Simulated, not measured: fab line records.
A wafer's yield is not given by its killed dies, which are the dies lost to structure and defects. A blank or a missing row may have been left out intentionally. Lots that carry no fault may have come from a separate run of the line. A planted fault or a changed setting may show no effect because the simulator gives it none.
fab line records | flow sky130
[record] lots = 11 | wafers = 33 | last-day = 50
route steps=708 shown PWDE@54 NWELL@64 PAD_OPEN@708
lots that met no fault: from a run of the same line without faults
start-h: start of the lot's first displayed wafer, in hours after the record's first day | wait-h: hours elapsed since this lot's preceding step | " as in the row above | L1.1+2: a row that stands for several wafers | - no value, or no start given | * or withheld: withheld | < > ~ a bound
route shown NAME@n: NAME is a module with steps in the file, n the number in the route of the first one | usual: mean/standard deviation taken from wafers without a fault | same: alike in all rows | chamber/n: place in a boat | sites: the reading at each site | _std_site: standard deviation of those values | _edge_site: inner sites' mean taken away from outer sites' mean | radius-mm: for every site, how far away it sits from the centre of the wafer | mask NAME#n: copy n | behind: tool/chamber where the wafer was last shaped | hold: reason for holding the lot/hours on hold/outcome of the hold | device: which transistor (n, p or np) failed to switch | end of line: at the end of the route, the tests of the same wafers | step lacking rows: just its recipe | killed: dies lost to structure and defects at the first sort, not the wafer's yield | map: a wafer's dies, x killed, . not, _ none there
set.NAME: setting as actually run; set.NAME@STEP: the setting as run at that earlier step | model.NAME: the simulator's own value behind a step, which no gauge read
one table for each step of the route and one row for each wafer, over a sample of lots
services: when a tool's chamber went out of use (start-h, in hours from the record's first day, below 0 if earlier), for how many hours, and the reason
[[steps]]
[step SKY_PWDE_STRIP_09]
[recipe] chemistry = O2/N2 | power-w = 1400 | pressure-mtorr = 1500 | platen-temp-c = withheld | o2-flow-sccm = 3000 | n2-flow-sccm = 300 | overash-fraction = 0.5
[usual] drypump-motor-current-A = 5.93/0.26 | oes-product-au = 0.722/0.0046 | strip-time-to-endpoint-s = 36.91/0.11
lot.wafer | tool            | chamber | start-h | wait-h | drypump-motor-current-A | oes-product-au | rf-hours-counter-h | strip-time-to-endpoint-s
L163.3    | plasma-asher-04 | 0       | 73.17   | 0.1    | 5.76                    | 0.732          | -                  | 36.90
L163.4    | "               | 1       | "       | "      | 5.76                    | 0.715          | -                  | 37.15
L163.6    | "               | 0       | "       | "      | 5.75                    | 0.720          | -                  | 37.01
L164.2    | plasma-asher-02 | 1       | 79.03   | 0.1    | 6.39                    | 0.724          | 40                 | 36.93
L164.3    | "               | 1       | "       | "      | 6.37                    | 0.720          | -                  | 36.81
L164.5    | "               | 0       | "       | "      | 5.65                    | 0.714          | -                  | 36.88
L166.2    | plasma-asher-01 | 1       | 85.68   | 0.2    | 5.92                    | 0.724          | 43                 | 36.65
L166.4    | "               | 1       | "       | "      | 5.91                    | 0.724          | -                  | 36.64
L166.5    | "               | 0       | "       | "      | 6.11                    | 0.728          | -                  | 36.75
L169.1    | plasma-asher-01 | 1       | 103.03  | 0.1    | 5.92                    | 0.725          | 45                 | 36.85
L169.4    | "               | 1       | "       | "      | 5.92                    | 0.732          | -                  | 37.00
L169.5    | "               | 1       | "       | "      | 5.92                    | 0.724          | -                  | 36.97
L175.1    | plasma-asher-01 | 0       | 135.08  | 0.1    | 6.17                    | 0.715          | 48                 | 36.94
L175.3    | "               | 0       | "       | "      | 6.11                    | 0.723          | -                  | 36.81
L175.4    | "               | 1       | "       | "      | 5.91                    | 0.723          | -                  | 36.77
L176.1    | plasma-asher-01 | 1       | 142.93  | 0.1    | 5.91                    | 0.723          | 49                 | 36.95
L176.2    | "               | 0       | "       | "      | 6.11                    | 0.721          | 49                 | 36.93
L176.3    | "               | 1       | "       | "      | 5.91                    | 0.721          | -                  | 36.85
L178.1    | plasma-asher-04 | 1       | 151.88  | 0.1    | 5.74                    | 0.721          | 3                  | 36.90
L178.2    | "               | 0       | "       | "      | 5.74                    | 0.719          | 3                  | 36.79
L178.4    | "               | 1       | "       | "      | 5.76                    | 0.719          | -                  | 36.90
L182.1    | plasma-asher-04 | 1       | 173.43  | 0.1    | 5.75                    | 0.727          | 5                  | 36.87
L182.2    | "               | 0       | "       | "      | 5.78                    | 0.715          | 5                  | 36.93
L182.3    | "               | 0       | "       | "      | 5.76                    | 0.725          | -                  | 36.94
L184.1    | plasma-asher-04 | 1       | 186.73  | 0.1    | 5.71                    | 0.724          | 6                  | 37.00
L184.3    | "               | 0       | "       | "      | 5.73                    | 0.722          | -                  | 36.94
L184.4    | "               | 1       | "       | "      | 5.76                    | 0.715          | -                  | 36.97
L185.2    | plasma-asher-04 | 0       | 194.28  | 0.1    | 5.73                    | 0.728          | 7                  | 36.75
L185.3    | "               | 0       | "       | "      | 5.74                    | 0.715          | -                  | 36.67
L185.5    | "               | 0       | "       | "      | 5.74                    | 0.728          | -                  | 36.61
L186.1    | plasma-asher-04 | 0       | 196.69  | 0.1    | 5.76                    | 0.721          | 7                  | 36.89
L186.5    | "               | 1       | "       | "      | 5.78                    | 0.719          | -                  | 36.81
L186.6    | "               | 0       | "       | "      | 5.74                    | 0.716          | -                  | 36.82
[step SKY_NWELL_IMPLANT_11]
[recipe] species = P | energy-kev = 400 | dose-cm2 = 1.9e+13 | tilt-deg = withheld
[usual] beam-on-s = 9.98/0.21 | faraday-current-uA = 107.3/2.3
lot.wafer | tool         | chamber | start-h | wait-h | beam-on-s | faraday-current-uA
L163.3    | implanter-02 | 0       | 90.17   | 0.1    | 10.10     | 106.5
L163.4    | "            | 0       | "       | "      | 10.00     | 106.8
L163.6    | "            | 0       | "       | "      | 9.75      | 109.2
L164.2    | implanter-02 | 0       | 95.69   | 0.0    | 9.94      | 107.4
L164.3    | "            | 0       | "       | "      | 10.28     | 103.9
L164.5    | "            | 0       | "       | "      | 9.71      | 110.5
L166.2    | implanter-02 | 0       | 103.51  | 0.0    | 7.56      | 141.5
L166.4    | "            | 0       | "       | "      | 7.83      | 136.9
L166.5    | "            | 0       | "       | "      | 7.85      | 136.3
L169.1    | implanter-02 | 0       | 120.94  | 0.0    | 7.84      | 136.9
L169.4    | "            | 0       | "       | "      | 7.74      | 138.5
L169.5    | "            | 0       | "       | "      | 7.85      | 136.4
L175.1    | implanter-03 | 0       | 154.92  | 0.0    | 9.86      | 108.6
L175.3    | "            | 0       | "       | "      | 10.02     | 107.4
L175.4    | "            | 0       | "       | "      | 10.10     | 106.0
L176.1    | implanter-04 | 0       | 162.93  | 0.0    | 10.38     | 102.7
L176.2    | "            | 0       | "       | "      | 10.10     | 106.4
L176.3    | "            | 0       | "       | "      | 9.90      | 108.2
L178.1    | implanter-04 | 0       | 172.24  | 0.0    | 9.74      | 109.7
L178.2    | "            | 0       | "       | "      | 10.01     | 107.2
L178.4    | "            | 0       | "       | "      | 10.30     | 103.6
L182.1    | implanter-04 | 0       | 194.48  | 0.0    | 9.84      | 108.0
L182.2    | "            | 0       | "       | "      | 9.71      | 110.6
L182.3    | "            | 0       | "       | "      | 10.33     | 103.9
L184.1    | implanter-04 | 0       | 208.68  | 0.0    | 9.72      | 110.7
L184.3    | "            | 0       | "       | "      | 9.99      | 107.2
L184.4    | "            | 0       | "       | "      | 9.57      | 111.8
L185.2    | implanter-03 | 0       | 215.06  | 0.0    | 10.18     | 105.6
L185.3    | "            | 0       | "       | "      | 10.24     | 104.2
L185.5    | "            | 0       | "       | "      | 10.15     | 106.0
L186.1    | implanter-03 | 0       | 217.87  | 0.0    | 9.84      | 108.1
L186.5    | "            | 0       | "       | "      | 10.07     | 106.2
L186.6    | "            | 0       | "       | "      | 9.78      | 109.1
[step SKY_NWELL_TW_MEAS_15]
[usual] NWELL_TW = 1828/16
lot.wafer | tool          | chamber | start-h | wait-h | NWELL_TW
L163.3    | film-metro-01 | -       | 90.69   | 0.1    | 1807
L163.4    | "             | -       | "       | "      | 1814
L163.6    | "             | -       | "       | "      | 1812
L164.2    | film-metro-02 | -       | 96.23   | 0.1    | 1823
L164.3    | "             | -       | "       | "      | 1826
L164.5    | "             | -       | "       | "      | 1829
L166.2    | film-metro-03 | -       | 104.05  | 0.1    | 1712
L166.4    | "             | -       | "       | "      | 1704
L166.5    | "             | -       | "       | "      | 1710
L169.1    | film-metro-02 | -       | 121.49  | 0.1    | 1684
L169.4    | "             | -       | "       | "      | 1681
L169.5    | "             | -       | "       | "      | 1686
L175.1    | film-metro-03 | -       | 155.47  | 0.1    | 1847
L175.3    | "             | -       | "       | "      | 1843
L175.4    | "             | -       | "       | "      | 1857
L176.1    | film-metro-02 | -       | 163.48  | 0.1    | 1833
L176.2    | "             | -       | "       | "      | 1831
L176.3    | "             | -       | "       | "      | 1826
L178.1    | film-metro-03 | -       | 172.79  | 0.1    | 1840
L178.2    | "             | -       | "       | "      | 1837
L178.4    | "             | -       | "       | "      | 1848
L182.1    | film-metro-02 | -       | 195.03  | 0.1    | 1813
L182.2    | "             | -       | "       | "      | 1820
L182.3    | "             | -       | "       | "      | 1813
L184.1    | film-metro-02 | -       | 209.23  | 0.1    | 1828
L184.3    | "             | -       | "       | "      | 1816
L184.4    | "             | -       | "       | "      | 1815
L185.2    | film-metro-03 | -       | 215.60  | 0.1    | 1849
L185.3    | "             | -       | "       | "      | 1847
L185.5    | "             | -       | "       | "      | 1847
L186.1    | film-metro-01 | -       | 218.42  | 0.1    | 1813
L186.5    | "             | -       | "       | "      | 1825
L186.6    | "             | -       | "       | "      | 1823
[step SKY_NWELL_OVL_MEAS_23]
[usual] NWELL_01_OVL = 0.8/1.2
lot.wafer | tool       | chamber | start-h | wait-h | NWELL_01_OVL[nm]
L163.3    | overlay-01 | -       | 107.56  | -      | -0.3
L163.4    | "          | -       | "       | "      | 0.8
L163.6    | "          | -       | "       | "      | 0.4
L164.2    | overlay-01 | -       | 113.94  | -      | 0.8
L164.3    | "          | -       | "       | "      | 0.2
L164.5    | "          | -       | "       | "      | 1.6
L166.2    | overlay-02 | -       | 121.56  | -      | 0.0
L166.4    | "          | -       | "       | "      | -0.4
L166.5    | "          | -       | "       | "      | 0.1
L169.1    | overlay-02 | -       | 140.78  | -      | 2.0
L169.4    | "          | -       | "       | "      | 2.6
L169.5    | "          | -       | "       | "      | 3.2
L175.1    | overlay-02 | -       | 175.65  | -      | 2.2
L175.3    | "          | -       | "       | "      | 0.6
L175.4    | "          | -       | "       | "      | 0.1
L176.1    | overlay-02 | -       | 184.23  | -      | 0.8
L176.2    | "          | -       | "       | "      | -0.5
L176.3    | "          | -       | "       | "      | -0.1
L178.1    | overlay-02 | -       | 193.75  | -      | 1.2
L178.2    | "          | -       | "       | "      | 0.1
L178.4    | "          | -       | "       | "      | 1.8
L182.1    | overlay-02 | -       | 216.15  | -      | 0.3
L182.2    | "          | -       | "       | "      | -0.2
L182.3    | "          | -       | "       | "      | -1.3
L184.1    | overlay-01 | -       | 229.60  | -      | 1.8
L184.3    | "          | -       | "       | "      | 2.0
L184.4    | "          | -       | "       | "      | 1.3
L185.2    | overlay-01 | -       | 236.50  | -      | -1.3
L185.3    | "          | -       | "       | "      | 0.5
L185.5    | "          | -       | "       | "      | 0.7
L186.1    | overlay-01 | -       | 238.73  | -      | 0.8
L186.5    | "          | -       | "       | "      | 1.0
L186.6    | "          | -       | "       | "      | -0.2
[step SKY_NWELL_RTA_28]
[recipe] temp-c = 1050 | time-s = 30 | idle-temp-c = 650 | ramp-up-c-per-s = 150 | ramp-down-c-per-s = 90 | ambient = N2
[usual] chamber-o2-ppm = 1.996/0.021 | lamp-power-pct = 25.30/0.056 | wafer_temp_C_max = 1054.9/0.9
lot.wafer | tool          | chamber | start-h | wait-h | chamber-o2-ppm | lamp-power-pct | wafer_temp_C_max
L163.3    | rtp-anneal-02 | 0       | 107.98  | 0.0    | 1.993          | 25.30          | 1053.8
L163.4    | "             | 0       | "       | "      | 2.011          | 25.32          | 1054.7
L163.6    | "             | 0       | "       | "      | 2.005          | 25.30          | 1055.6
L164.2    | rtp-anneal-02 | 0       | 114.35  | 0.0    | 2.012          | 25.33          | 1053.7
L164.3    | "             | 0       | "       | "      | 1.997          | 25.30          | 1053.5
L164.5    | "             | 0       | "       | "      | 1.997          | 25.28          | 1054.8
L166.2    | rtp-anneal-02 | 0       | 121.96  | 0.0    | 1.976          | 25.24          | 1056.1
L166.4    | "             | 0       | "       | "      | 2.015          | 25.27          | 1054.4
L166.5    | "             | 0       | "       | "      | 1.940          | 25.31          | 1055.2
L169.1    | rtp-anneal-02 | 0       | 141.18  | 0.0    | 2.015          | 25.23          | 1056.5
L169.4    | "             | 0       | "       | "      | 1.985          | 25.32          | 1057.4
L169.5    | "             | 0       | "       | "      | 1.983          | 25.28          | 1056.7
L175.1    | rtp-anneal-02 | 0       | 176.05  | 0.0    | 1.982          | 25.39          | 1056.2
L175.3    | "             | 0       | "       | "      | 2.006          | 25.29          | 1053.5
L175.4    | "             | 0       | "       | "      | 1.998          | 25.24          | 1054.0
L176.1    | rtp-anneal-01 | 0       | 184.63  | 0.0    | 1.979          | 25.30          | 1054.9
L176.2    | "             | 0       | "       | "      | 1.953          | 25.27          | 1054.1
L176.3    | "             | 0       | "       | "      | 1.973          | 25.35          | 1054.1
L178.1    | rtp-anneal-01 | 0       | 194.14  | 0.0    | 2.005          | 25.23          | 1053.6
L178.2    | "             | 0       | "       | "      | 1.970          | 25.33          | 1055.4
L178.4    | "             | 0       | "       | "      | 1.984          | 25.17          | 1053.9
L182.1    | rtp-anneal-01 | 0       | 216.55  | 0.0    | 1.992          | 25.16          | 1053.2
L182.2    | "             | 0       | "       | "      | 2.015          | 25.24          | 1054.7
L182.3    | "             | 0       | "       | "      | 1.987          | 25.40          | 1055.8
L184.1    | rtp-anneal-02 | 0       | 231.44  | 0.0    | 1.968          | 25.34          | 1055.0
L184.3    | "             | 0       | "       | "      | 1.998          | 25.29          | 1055.7
L184.4    | "             | 0       | "       | "      | 1.979          | 25.28          | 1055.4
L185.2    | rtp-anneal-01 | 0       | 236.91  | 0.0    | 2.008          | 25.31          | 1055.4
L185.3    | "             | 0       | "       | "      | 2.020          | 25.26          | 1053.4
L185.5    | "             | 0       | "       | "      | 2.014          | 25.29          | 1054.1
L186.1    | rtp-anneal-02 | 0       | 239.13  | 0.0    | 1.937          | 25.35          | 1054.3
L186.5    | "             | 0       | "       | "      | 1.970          | 25.29          | 1055.9
L186.6    | "             | 0       | "       | "      | 1.969          | 25.26          | 1057.3
[step SKY_NWELL_RS_MEAS_29]
[recipe] thk-meas-gauge = four-point-probe
[usual] NWELL_RS = 625.2/1.7
lot.wafer | tool          | chamber | start-h | wait-h | NWELL_RS[ohm/sq]
L163.3    | film-metro-02 | -       | 108.09  | 0.1    | 627.3
L163.4    | "             | -       | "       | "      | 627.5
L163.6    | "             | -       | "       | "      | 626.4
L164.2    | film-metro-02 | -       | 114.45  | 0.1    | 626.3
L164.3    | "             | -       | "       | "      | 626.5
L164.5    | "             | -       | "       | "      | 626.5
L166.2    | film-metro-01 | -       | 122.07  | 0.1    | 719.2
L166.4    | "             | -       | "       | "      | 717.3
L166.5    | "             | -       | "       | "      | 717.4
L169.1    | film-metro-03 | -       | 141.28  | 0.1    | 715.9
L169.4    | "             | -       | "       | "      | 715.7
L169.5    | "             | -       | "       | "      | 714.0
L175.1    | film-metro-02 | -       | 176.15  | 0.1    | 624.7
L175.3    | "             | -       | "       | "      | 623.2
L175.4    | "             | -       | "       | "      | 623.1
L176.1    | film-metro-02 | -       | 184.73  | 0.1    | 627.1
L176.2    | "             | -       | "       | "      | 626.6
L176.3    | "             | -       | "       | "      | 627.4
L178.1    | film-metro-03 | -       | 194.24  | 0.1    | 624.3
L178.2    | "             | -       | "       | "      | 624.3
L178.4    | "             | -       | "       | "      | 624.1
L182.1    | film-metro-02 | -       | 216.65  | 0.1    | 626.2
L182.2    | "             | -       | "       | "      | 625.8
L182.3    | "             | -       | "       | "      | 627.7
L184.1    | film-metro-01 | -       | 231.54  | 0.1    | 624.0
L184.3    | "             | -       | "       | "      | 622.7
L184.4    | "             | -       | "       | "      | 624.4
L185.2    | film-metro-01 | -       | 237.01  | 0.1    | 627.3
L185.3    | "             | -       | "       | "      | 624.9
L185.5    | "             | -       | "       | "      | 625.4
L186.1    | film-metro-02 | -       | 239.23  | 0.1    | 624.4
L186.5    | "             | -       | "       | "      | 626.1
L186.6    | "             | -       | "       | "      | 624.1
[step SKY_PAD_OPEN_PROBE_99]
[usual] killed_at_M0_to_M3 = 43/8 | killed_at_M4_up = 2.9/1.6 | killed-at-contacts = 26/5.2 | killed-at-front-end = 15/4.3 | killed-at-other = 0.3/0.56 | killed-dies = 87/10 | killed-open = 48/6.9 | killed-short = 40/6.5
[same] gross-dies = 492 | killed-at-back-side = 0
lot.wafer | tool      | chamber | start-h | wait-h | killed_at_M0_to_M3 | killed_at_M4_up | killed-at-contacts | killed-at-front-end | killed-at-other | killed-dies | killed-open | killed-short
L169.1    | prober-01 | -       | 1111.46 | 0.1    | 46                 | 2               | 41                 | 14                  | 0               | 103         | 56          | 47
L169.4    | prober-01 | -       | 1111.61 | 0.2    | 47                 | 2               | 26                 | 16                  | 1               | 92          | 46          | 46
L169.5    | prober-01 | -       | 1111.66 | 0.2    | 44                 | 1               | 32                 | 22                  | 0               | 99          | 51          | 48
// killed by level:class
L169.1 CONTACT:geometric-particle:open=15 LI_CONTACT:geometric-particle:open=9 METAL1:geometric-particle:short=9 VIA1:geometric-particle:open=8 LI_CONTACT:geometric-particle:short=7 VIA3:geometric-particle:open=7 METAL2:geometric-particle:short=6 POLY_GATE:geometric-particle:short=5
L169.4 CONTACT:geometric-particle:open=10 VIA2:geometric-particle:open=9 VIA1:geometric-particle:open=8 METAL2:geometric-particle:short=7 FIELD_ISO:geometric-particle:short=6 METAL1:geometric-particle:short=6 VIA1:geometric-particle:short=6 FIELD_ISO:geometric-particle:open=5
L169.5 VIA2:geometric-particle:open=13 CONTACT:geometric-particle:open=9 LI_CONTACT:geometric-particle:open=8 FIELD_ISO:geometric-particle:short=6 LOCAL_INTERCONNECT:geometric-particle:short=6 METAL1:geometric-particle:short=5 VIA2:geometric-particle:short=5 SPACER:geometric-particle:open=4
[[services]]
tool            | chamber | start-h | hours | kind
plasma-asher-01 | -       | 55.77   | 0.6   | repair
plasma-asher-04 | -       | 77.84   | 28.1  | pm
implanter-03    | -       | 82.65   | 0.7   | repair
rtp-anneal-01   | -       | 86.62   | 6.5   | pm
plasma-asher-02 | -       | 98.20   | 6.0   | repair
plasma-asher-01 | -       | 108.12  | 3.6   | repair
plasma-asher-04 | -       | 108.75  | 9.0   | pm
plasma-asher-04 | 0       | 108.75  | 9.0   | vent-cycle
plasma-asher-04 | 1       | 108.75  | 9.0   | vent-cycle
plasma-asher-04 | -       | 111.08  | 3.7   | repair
plasma-asher-04 | 0       | 117.75  | -     | clean
plasma-asher-04 | 1       | 117.75  | -     | clean
plasma-asher-04 | -       | 119.83  | 3.0   | repair
implanter-02    | -       | 152.21  | 3.5   | repair
implanter-02    | -       | 211.35  | 4.5   | repair
implanter-02    | -       | 215.81  | 3.2   | pm
implanter-02    | -       | 220.33  | 13.1  | pm
implanter-04    | -       | 222.99  | 20.4  | pm
implanter-03    | -       | 233.70  | 1.7   | repair
[[key]]
[first-sign] step = SKY_NWELL_IMPLANT_11 | reading = faraday-current-uA | direction = up | sigmas = 13 | usual = 107.3 | struck = 137.8
[effect] step = SKY_NWELL_IMPLANT_11 | reading = beam-on-s | direction = down | sigmas = 10 | usual = 9.98 | struck = 7.78
[effect] step = SKY_NWELL_TW_MEAS_15 | reading = NWELL_TW | direction = down | sigmas = 8.2 | usual = 1828 | struck = 1696
[effect] step = SKY_NWELL_RS_MEAS_29 | reading = NWELL_RS | direction = up | sigmas = 55 | usual = 625.2 | struck = 716.6
met-at SKY_NWELL_IMPLANT_11
struck-lots L166,L169
tester-left-out L166,L169
not-acting-at SKY_PWDE_STRIP_09,SKY_NWELL_OVL_MEAS_23,SKY_NWELL_RTA_28
onset-between 95.69 103.51
[fault] kind = process-parameter-drift | tool = implanter-02 | chamber = - | onset-h = 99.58 | steps = SKY_NWELL_IMPLANT_11 | channel = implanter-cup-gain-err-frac | offset = 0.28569 | shape = step | end-h = 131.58
// tester-left-out: of these lots the tester's yield and bins aren't shown, on N5 and GAA mostly nor the transistor test; their killed dies are dies lost to structure and defects alone, not to doping, threshold or leakage, so they don't give the yield
